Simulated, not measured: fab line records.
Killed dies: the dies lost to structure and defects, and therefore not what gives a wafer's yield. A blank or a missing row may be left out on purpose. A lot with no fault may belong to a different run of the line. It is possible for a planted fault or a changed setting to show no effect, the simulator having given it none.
What tool caused it? ; flow gf180mcu ; 13 lots with 36 wafers sampled at 5 steps, on a route of 602 steps

## WHAT THE GAUGES SHOWED, per wafer
GF_DNWELL_TW_MEAS_09. Usual: DNWELL_TW gives 1353 (standard deviation 23).
lot;measured;on;DNWELL_TW;flag
L815;day 3 04:11;film_metro-02;1349 1338 1346;
L816;day 3 11:04;film_metro-03;1380 1389 1392;
L817;day 3 15:43;film_metro-01;1323 1329;
L819;day 4 03:10;film_metro-03;1380 1379 1383;
L821;day 4 13:58;film_metro-02;1346 1350 1352;
L822;day 4 20:29;film_metro-01;1314 1321 1309;
L823;day 5 04:56;film_metro-02;1342 1348 1347;
L827;day 5 21:38;film_metro-03;1377 1367 1370;
L828;day 6 06:05;film_metro-01;1335 1326 1324;
L829;day 6 07:19;film_metro-02;1342 1344 1336;
L831;day 6 18:11;film_metro-02;1344 1347;
L834;day 7 11:10;film_metro-03;1371 1372 1364;
L835;day 7 14:44;film_metro-03;1378 1377;

GF_VT_IMPLANT_OVL_MEAS_07. Usual: VT_IMPLANT_OVL gives 0.6 nm (standard deviation 1.2).
lot;measured;on;VT_IMPLANT_OVL (nm);flag
L815;day 6 01:05;overlay-02;-0.6 -1.3 -0.1;
L816;day 6 08:50;overlay-01;0.7 0.3 0.0;
L817;day 6 14:21;overlay-02;-0.2 0.1;
L819;day 7 04:05;overlay-02;0.8 0.8 1.2;
L821;day 7 15:49;overlay-01;1.7 0.4 0.7;
L822;day 7 22:31;overlay-02;-0.1 -0.2 -0.3;
L823;day 8 11:38;overlay-01;1.7 2.7 2.7;
L827;day 9 04:59;overlay-01;-0.5 -0.2 0.5;
L828;day 9 14:32;overlay-02;1.0 0.0 1.3;
L829;day 9 15:29;overlay-02;2.4 1.1 1.3;
L831;day 10 04:41;overlay-01;2.1 2.2;
L834;day 11 01:44;overlay-01;1.2 0.3 0.3;
L835;day 11 05:28;overlay-02;-0.1 0.6;

## WHICH TOOL RAN EACH LOT (tool, then ch and the chambers of the sampled wafers, then the start)
lot;GF_STI_ETCH_14;GF_MVPSD_COAT_02;GF_MVPSD_STRIP_10
L815;rie_si-02 ch 2,3, day 2 10:58;litho_track-04 ch 0, day 5 03:01;plasma_asher-03 ch 0,1, day 5 10:34
L816;rie_si-01 ch 2,3, day 2 17:14;litho_track-02 ch 0, day 5 10:37;plasma_asher-03 ch 1, day 5 18:34
L817;rie_si-01 ch 0,1, day 2 22:19;litho_track-02 ch 0, day 5 15:49;plasma_asher-04 ch 0,1, day 5 23:20
L819;rie_si-02 ch 0,3, day 3 08:32;litho_track-02 ch 0, day 6 05:07;plasma_asher-03 ch 0,1, day 6 12:36
L821;rie_si-01 ch 1,2,3, day 3 19:04;litho_track-04 ch 0, day 6 15:53;plasma_asher-03 ch 0,1, day 7 00:15
L822;rie_si-01 ch 1,2, day 4 01:16;litho_track-04 ch 0, day 6 22:47;plasma_asher-03 ch 0,1, day 7 07:03
L823;rie_si-02 ch 0,1,3, day 4 06:07;litho_track-04 ch 0, day 7 10:22;plasma_asher-03 ch 0,1, day 7 19:27
L827;rie_si-01 ch 0,2, day 5 01:59;litho_track-02 ch 0, day 8 03:43;plasma_asher-03 ch 0,1, day 8 12:34
L828;rie_si-01 ch 0,1,3, day 5 10:52;litho_track-03 ch 0, day 8 12:58;plasma_asher-03 ch 0,1, day 8 21:36
L829;rie_si-02 ch 1,2,3, day 5 11:23;litho_track-03 ch 0, day 8 13:53;plasma_asher-01 ch 0,1, day 8 22:16
L831;rie_si-01 ch 2, day 5 22:47;litho_track-03 ch 0, day 9 02:25;plasma_asher-03 ch 1, day 9 11:19
L834;rie_si-01 ch 0,2,3, day 6 13:52;litho_track-04 ch 0, day 9 22:32;plasma_asher-04 ch 0,1, day 10 07:55
L835;rie_si-02 ch 3, day 6 18:31;litho_track-02 ch 0, day 10 02:05;plasma_asher-01 ch 1, day 10 11:22
- GF_STI_ETCH_14: etches Si in HBr/Cl2/O2, target depth 360 nm, time 102.9 s.
- GF_MVPSD_COAT_02: resist thk 3000 nm.
- GF_MVPSD_STRIP_10: strips in O2/N2.

## AS READ BY THE TOOLS THEMSELVES (means over the sampled wafers that have a number; for cases with no such wafer, the mark the record gives instead)
GF_STI_ETCH_14. Usual: O2_flow_sccm 6.000 sccm, standard deviation 0.02; bias_w 150.0 W, standard deviation 0.45; drypump_motor_current_A 5.6 A, standard deviation 0.37; oes_product_au 0.999 a.u., standard deviation 0.014; throttle_valve_pct 25.656 %, standard deviation 0.012.
lot;tool;O2_flow_sccm (sccm);bias_w (W);drypump_motor_current_A (A);oes_product_au (a.u.);throttle_valve_pct (%);flag
L815;rie_si-02;6.002;150.2;5.8;1.016;25.647;
L816;rie_si-01;6.008;150.2;5.8;0.986;25.665;
L817;rie_si-01;6.007;150.1;5.3;0.999;25.666;
L819;rie_si-02;6.005;149.3;5.4;1.007;25.657;
L821;rie_si-01;5.992;149.9;5.6;0.984;25.659;
L822;rie_si-01;5.996;149.9;5.5;0.982;25.663;
L823;rie_si-02;6.012;150.0;5.4;1.013;25.657;
L827;rie_si-01;5.994;150.2;5.6;0.995;25.650;
L828;rie_si-01;5.986;150.0;5.6;1.008;25.652;
L829;rie_si-02;6.020;150.0;5.7;1.005;25.650;
L831;rie_si-01;6.035;149.9;5.7;0.978;25.674;
L834;rie_si-01;5.991;150.0;5.8;1.000;25.653;
L835;rie_si-02;5.971;148.9;5.5;1.007;25.649;

GF_MVPSD_COAT_02. Usual: dispense_pressure_kPa reads 51.2 kPa (standard deviation 1.2).
lot;tool;dispense_pressure_kPa (kPa);flag
L815;litho_track-04;52.8;
L816;litho_track-02;50.1;
L817;litho_track-02;50.0;
L819;litho_track-02;50.1;
L821;litho_track-04;52.8;
L822;litho_track-04;52.8;
L823;litho_track-04;52.8;
L827;litho_track-02;50.1;
L828;litho_track-03;50.4;
L829;litho_track-03;50.4;
L831;litho_track-03;50.4;
L834;litho_track-04;52.8;
L835;litho_track-02;50.1;

GF_MVPSD_STRIP_10. Usual: drypump_motor_current_A 5.42 A, standard deviation 0.18; heater_power_w 329 W, standard deviation 47; oes_product_au 0.722 a.u., standard deviation 0.0047; strip_time_to_endpoint_s 36.98 s, standard deviation 0.11.
lot;tool;drypump_motor_current_A (A);heater_power_w (W);oes_product_au (a.u.);strip_time_to_endpoint_s (s);flag
L815;plasma_asher-03;5.31;325;0.722;37.03;
L816;plasma_asher-03;5.37;290;0.720;37.00;
L817;plasma_asher-04;5.32;340;0.722;36.91;
L819;plasma_asher-03;5.32;323;0.721;37.04;
L821;plasma_asher-03;5.32;322;0.720;37.02;
L822;plasma_asher-03;5.34;310;0.719;34.87;OFF
L823;plasma_asher-03;5.31;330;0.718;35.04;OFF
L827;plasma_asher-03;5.34;304;0.724;37.17;
L828;plasma_asher-03;5.33;305;0.723;37.05;
L829;plasma_asher-01;5.58;323;0.719;36.91;
L831;plasma_asher-03;5.37;288;0.723;36.99;
L834;plasma_asher-04;5.42;353;0.720;37.04;
L835;plasma_asher-01;5.54;279;0.720;36.97;

## THE ANSWER, worked out from the rows above alone
Rule: a lot counts as off when the mean over its wafers that have a number is more than 3 standard deviations away from the usual mean. Also off: a lot with no number at a reading for which 4 or more lots have one. Where the step has rows for the other lots, those lots are counted as sound. The gauges are gone through in route order, then the tools' own readings, and for those a lot's mean is taken as printed above. The first step at which some lot is off is used, and at that step the reading that is off furthest; a lot without a number counts as furthest.
Off: L822, L823, at GF_MVPSD_STRIP_10 (strip_time_to_endpoint_s).
If a tool, at that step or one of the process steps before it, ran each lot that is off and ran no sound lot following the first of them, it fits. Not one of the candidates tried fits.

## WHAT WAS PUT IN BY THE SIMULATOR
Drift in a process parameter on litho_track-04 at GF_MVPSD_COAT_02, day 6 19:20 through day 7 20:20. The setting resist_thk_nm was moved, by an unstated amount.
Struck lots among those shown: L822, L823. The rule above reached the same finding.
